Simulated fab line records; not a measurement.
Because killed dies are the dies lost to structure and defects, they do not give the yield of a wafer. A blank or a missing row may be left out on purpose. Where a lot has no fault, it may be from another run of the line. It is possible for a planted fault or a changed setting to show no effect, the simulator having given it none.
What tool caused it? -- flow gf180mcu -- 39 wafers from 13 lots sampled at 5 of the route's 602 steps

== WHAT EACH GAUGE READ, for each wafer ==
GF_SAB_THK_MEAS_01. Usual: SAB_CVD_00_THK typically reads 49.9 nm, with standard deviation 0.62.
lot,measured,on,SAB_CVD_00_THK (nm),flag
L326,day 14 15:43,film_metro-03,49.1 50.0 50.4,
L327,day 14 23:29,film_metro-04,49.6 48.8 51.1,
L328,day 15 07:19,film_metro-01,49.8 49.6 50.5,
L332,day 16 19:05,film_metro-04,49.9 51.3 50.7,
L335,day 18 00:31,film_metro-03,49.5 49.4 50.2,
L336,day 18 06:16,film_metro-03,49.6 49.2 50.2,
L337,day 18 08:55,film_metro-03,49.3 50.5 49.0,
L338,day 18 16:03,film_metro-01,50.0 50.6 51.2,
L339,day 19 05:01,film_metro-03,49.3 49.3 51.0,
L345,day 21 16:25,film_metro-03,49.0 49.6 50.0,
L346,day 21 21:05,film_metro-01,48.8 49.7 49.4,
L347,day 22 10:11,film_metro-01,49.8 50.5 49.6,
L348,day 22 13:53,film_metro-03,49.3 50.0 50.0,

GF_SALICIDE_RS_MEAS_04: measurement is done with a four-point probe. Usual: SALICIDE_TIN_RS typically reads 16.41 ohm/sq, with standard deviation 0.27.
lot,measured,on,SALICIDE_TIN_RS (ohm/sq),flag
L326,day 15 13:26,film_metro-02,16.63 16.57 16.40,
L327,day 15 21:35,film_metro-03,16.63 16.62 16.48,
L328,day 16 05:17,film_metro-03,16.50 16.16 16.54,
L332,day 17 18:36,film_metro-03,16.59 16.27 16.61,
L335,day 19 01:09,film_metro-02,16.63 16.73 16.69,
L336,day 19 06:39,film_metro-03,15.58 15.73 15.79,
L337,day 19 09:44,film_metro-03,16.47 16.20 16.40,
L338,day 19 16:46,film_metro-03,16.25 16.01 16.26,
L339,day 20 05:55,film_metro-02,16.04 16.12 16.07,
L345,day 22 16:13,film_metro-01,11.88 11.97 11.82 11.89 11.97 11.83,OFF
L346,day 22 20:44,film_metro-02,11.81 11.74 11.79 11.82 11.74 11.79,OFF
L347,day 23 10:19,film_metro-03,16.19 16.03 16.08,
L348,day 23 13:23,film_metro-03,15.91 16.16 15.99,

== EACH LOT AND THE TOOL THAT RAN IT (in order: tool; ch and the chambers of the sampled wafers; start) ==
lot,GF_PSD_STRIP_10,GF_SAB_CVD_00,GF_SALICIDE_SPUTTER_02
L326,"plasma_asher-01 ch 0,1, day 14 15:09","pecvd-01 ch 0,1, day 14 15:41","pvd_sputter-02, day 15 13:23"
L327,"plasma_asher-01 ch 0,1, day 14 22:55","pecvd-04 ch 0,1, day 14 23:28","pvd_sputter-01, day 15 21:31"
L328,"plasma_asher-03 ch 0,1, day 15 06:45","pecvd-03 ch 0,1, day 15 07:17","pvd_sputter-02, day 16 05:13"
L332,"plasma_asher-04 ch 0,1, day 16 18:33","pecvd-04 ch 1,2, day 16 19:03","pvd_sputter-04, day 17 18:31"
L335,"plasma_asher-03 ch 0,1, day 17 23:58","pecvd-03 ch 0,2, day 18 00:30","pvd_sputter-02, day 19 01:05"
L336,"plasma_asher-03 ch 1, day 18 05:43","pecvd-03 ch 0,1, day 18 06:15","pvd_sputter-04, day 19 06:35"
L337,"plasma_asher-04 ch 0,1, day 18 08:21","pecvd-04 ch 0,1,2, day 18 08:53","pvd_sputter-01, day 19 09:40"
L338,"plasma_asher-04 ch 0,1, day 18 15:30","pecvd-03 ch 0,1, day 18 16:02","pvd_sputter-04, day 19 16:43"
L339,"plasma_asher-04 ch 0, day 19 04:28","pecvd-01 ch 0,1,2, day 19 05:01","pvd_sputter-01, day 20 05:51"
L345,"plasma_asher-03 ch 0,1, day 21 15:52","pecvd-04 ch 0,1,2, day 21 16:24","pvd_sputter-01, day 22 16:09"
L346,"plasma_asher-04 ch 0,1, day 21 20:33","pecvd-01 ch 0,2, day 21 21:03","pvd_sputter-01, day 22 20:38"
L347,"plasma_asher-04 ch 1, day 22 09:37","pecvd-03 ch 1,2, day 22 10:09","pvd_sputter-02, day 23 10:14"
L348,"plasma_asher-03 ch 0,1, day 22 13:19","pecvd-03 ch 0,1, day 22 13:51","pvd_sputter-02, day 23 13:18"
- GF_PSD_STRIP_10: strips in O2/N2.
- GF_SAB_CVD_00: deposits SiO2 from TEOS, target thk 50 nm, time 4.9302 s.
- GF_SALICIDE_SPUTTER_02: material Co, target thk 10 nm, time 20 s.

== AS READ BY THE TOOLS THEMSELVES (means over the sampled wafers that have a number; for cases with no such wafer, the mark the record gives instead) ==
GF_PSD_STRIP_10. Usual: drypump_motor_current_A 5.7 A, standard deviation 0.48; heater_power_w 345 W, standard deviation 38; oes_product_au 0.591 a.u., standard deviation 0.0049; strip_time_to_endpoint_s 16.54 s, standard deviation 0.039.
lot,tool,drypump_motor_current_A (A),heater_power_w (W),oes_product_au (a.u.),strip_time_to_endpoint_s (s),flag
L326,plasma_asher-01,6.3,365,0.593,16.50,
L327,plasma_asher-01,6.0,370,0.591,16.52,
L328,plasma_asher-03,5.2,327,0.593,16.50,
L332,plasma_asher-04,5.9,336,0.591,16.53,
L335,plasma_asher-03,5.2,329,0.596,16.55,
L336,plasma_asher-03,5.1,339,0.585,16.60,
L337,plasma_asher-04,6.0,342,0.597,16.50,
L338,plasma_asher-04,6.0,335,0.594,16.58,
L339,plasma_asher-04,6.1,308,0.596,16.57,
L345,plasma_asher-03,5.4,320,0.589,16.56,
L346,plasma_asher-04,6.0,341,0.595,16.58,
L347,plasma_asher-04,5.6,394,0.594,16.53,
L348,plasma_asher-03,5.4,316,0.591,16.55,

GF_SAB_CVD_00. Usual: heater_power_w 667 W, standard deviation 75; rf_fwd_power_W 586.1 W, standard deviation 2.5.
lot,tool,heater_power_w (W),rf_fwd_power_W (W),flag
L326,pecvd-01,665,586.3,
L327,pecvd-04,579,583.7,
L328,pecvd-03,698,586.9,
L332,pecvd-04,671,585.7,
L335,pecvd-03,771,587.4,
L336,pecvd-03,707,587.9,
L337,pecvd-04,672,585.0,
L338,pecvd-03,702,584.8,
L339,pecvd-01,644,585.3,
L345,pecvd-04,662,585.5,
L346,pecvd-01,622,584.7,
L347,pecvd-03,712,589.0,
L348,pecvd-03,653,585.5,

GF_SALICIDE_SPUTTER_02. Usual: throttle_valve_pct reads 29.6 % (standard deviation 0.78).
lot,tool,throttle_valve_pct (%),flag
L326,pvd_sputter-02,29.6,
L327,pvd_sputter-01,29.8,
L328,pvd_sputter-02,29.9,
L332,pvd_sputter-04,29.6,
L335,pvd_sputter-02,29.7,
L336,pvd_sputter-04,29.1,
L337,pvd_sputter-01,29.8,
L338,pvd_sputter-04,29.8,
L339,pvd_sputter-01,29.2,
L345,pvd_sputter-01,28.8,
L346,pvd_sputter-01,30.1,
L347,pvd_sputter-02,30.0,
L348,pvd_sputter-02,29.6,

== THE ANSWER, worked out from the rows above alone ==
Rule: a lot is off if the mean of its wafers that have a number lies more than 3 standard deviations from the usual mean. Also off: a lot with no number at a reading for which 4 or more lots have one. The other lots that the step has rows for count as sound. Order of review: gauges by route order, followed by the tools' own readings, for which a lot's mean as printed above is used. The first step at which some lot is off is used, and at that step the reading that is off furthest; a lot without a number counts as furthest.
Off: L345, L346, at GF_SALICIDE_RS_MEAS_04 (SALICIDE_TIN_RS).
If a tool, at a process step before that reading, ran all the lots that are off and no sound lot after the first of them, it fits. The gauges at GF_SALICIDE_RS_MEAS_04 are tried like those tools. One fits: GF_SALICIDE_SPUTTER_02 on pvd_sputter-01. A fault onset in the window from L339 (day 20 05:51, its last sound lot) to L345 (day 22 16:09, its first lot off) fits.

== WHAT WAS PUT IN BY THE SIMULATOR ==
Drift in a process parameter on pvd_sputter-01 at GF_SALICIDE_SPUTTER_02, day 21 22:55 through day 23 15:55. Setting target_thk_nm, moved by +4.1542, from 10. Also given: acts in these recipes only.
Struck lots among those shown: L345, L346. The rule above reached the same finding.
